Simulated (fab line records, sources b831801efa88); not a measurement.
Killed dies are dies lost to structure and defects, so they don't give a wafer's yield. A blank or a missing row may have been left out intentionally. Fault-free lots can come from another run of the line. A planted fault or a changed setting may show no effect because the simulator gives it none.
Which of the tools did it? / flow gf180mcu / 6 lots, 18 wafers sampled, at 3 steps of a route of 602

WHAT THE GAUGES SHOWED, per wafer
GF_PSD_RS_MEAS_14: measures by four-point-probe.
lot=L447; measured=day 15 06:26; on=film metro-01; NSD_RS (ohm/sq)=45.87 45.92 46.02
lot=L449; measured=day 15 22:59; on=film metro-01; NSD_RS (ohm/sq)=46.03 46.04 46.07
lot=L457; measured=day 19 00:08; on=film metro-02; NSD_RS (ohm/sq)=46.21 46.12 46.14
lot=L462; measured=day 20 15:35; on=film metro-03; NSD_RS (ohm/sq)=40.32 40.22 46.03 40.38 40.22 46.01
lot=L466; measured=day 21 17:54; on=film metro-02; NSD_RS (ohm/sq)=46.19 46.17 46.08
lot=L469; measured=day 22 19:38; on=film metro-02; NSD_RS (ohm/sq)=46.17 46.05 46.13

WHAT TOOL EACH LOT RAN ON (gives the tool, then ch and the chambers of the sampled wafers, and finally the start)
lot=L447; GF_NSD_STRIP_11=plasma asher-04 ch 0,1, day 14 07:56; GF_PSD_RTA_13=rtp anneal-02 ch 0, day 15 06:21
lot=L449; GF_NSD_STRIP_11=plasma asher-04 ch 0,1, day 15 00:47; GF_PSD_RTA_13=rtp anneal-02 ch 0, day 15 22:53
lot=L457; GF_NSD_STRIP_11=plasma asher-03 ch 0,1, day 17 23:20; GF_PSD_RTA_13=rtp anneal-01 ch 0, day 19 00:04
lot=L462; GF_NSD_STRIP_11=plasma asher-02 ch 0,1, day 19 14:43; GF_PSD_RTA_13=rtp anneal-01 ch 0, day 20 15:30
lot=L466; GF_NSD_STRIP_11=plasma asher-04 ch 0,1, day 20 17:02; GF_PSD_RTA_13=rtp anneal-02 ch 0, day 21 17:49
lot=L469; GF_NSD_STRIP_11=plasma asher-04 ch 0,1, day 21 19:19; GF_PSD_RTA_13=rtp anneal-02 ch 0, day 22 19:34
- GF_NSD_STRIP_11: strips in O2/N2.
- GF_PSD_RTA_13: time 20 s.

THE ANSWER, worked out from the rows above alone
Rule: usual is defined by the lots themselves. The widest of any qualifying gaps counts: lots, ordered by their means at a reading, are off when they make up no more than a third of the lots, leave a main group of 4 or more, and stand apart from it by 3 or more times the standard deviation of that group's means. Not used: any main group whose means are identical at the precision the tables above print for the reading. A lot without any number at a reading at which 4 lots or more have one is off too. Any other lot the step has rows for is counted as sound.
Off: at GF_PSD_RS_MEAS_14 (NSD_RS), L462. Main group: mean 46.08 ohm/sq, sd 0.082.
If a tool, at a process step before that reading, ran all the lots that are off and no sound lot after the first of them, it fits. The gauges at GF_PSD_RS_MEAS_14 are tried like those tools. Can't be told from this: 3 tools fit, plasma asher-02 at GF_NSD_STRIP_11, rtp anneal-01 at GF_PSD_RTA_13, film metro-03 at GF_PSD_RS_MEAS_14.

WHAT THE SIMULATOR PUT IN
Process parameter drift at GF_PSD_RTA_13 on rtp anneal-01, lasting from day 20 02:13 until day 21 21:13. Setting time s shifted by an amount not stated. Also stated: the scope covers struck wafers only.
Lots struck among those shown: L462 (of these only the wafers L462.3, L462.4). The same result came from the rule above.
